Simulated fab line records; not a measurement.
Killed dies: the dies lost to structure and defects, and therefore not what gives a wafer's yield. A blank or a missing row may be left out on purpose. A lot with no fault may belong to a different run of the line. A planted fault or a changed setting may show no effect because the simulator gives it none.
Matching of chambers | flow sky130 | SKY_PASSIVATION_CVD_00 on pecvd-01: 3 sister chambers
The step deposits SiO2, target thk 90 nm. 3 wafers are shown with their chamber, then 7 later ones without.

== WAFERS WITH THEIR CHAMBER ==
wafer  | chamber | heater power w (W)
L884.5 | 0       | 610
L886.2 | 1       | 761
L886.3 | 2       | 807

== WAFERS MISSING THEIR CHAMBER ==
wafer  | heater power w (W)
L886.4 | 765
L888.1 | 609
L888.2 | 760
L888.4 | 767
L890.1 | 731
L890.2 | 601
L890.4 | 700

== WHICH CHAMBER EACH ONE RAN IN ==
wafer  | from the rows above          | in truth
L886.4 | can't be placed: 1 or 2      | 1
L888.1 | 0                            | 0
L888.2 | can't be placed: 1 or 2      | 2
L888.4 | can't be placed: 1 or 2      | 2
L890.1 | can't be placed: 1 or 2      | 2
L890.2 | 0                            | 0
L890.4 | can't be placed: 1 or 0 or 2 | 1
Correctly placed: 2 of 7. Unplaceable from these rows: 5, with the true chamber sitting among the candidates in 5. Placed wrongly: 0.
How it was worked out, from the rows above alone: a wafer's distance from a chamber is the root of the sum, over the readings, of the square of ((its reading less the chamber's mean) divided by the reading's scatter). The wafer belongs to the nearest chamber; if the next one is less than 2 further off, it can't be placed. The mean given for a chamber averages the wafers shown for that chamber. The scatter: with one shown wafer a chamber, the root of the mean of the squares of how far each hidden wafer lies from its nearest shown one.
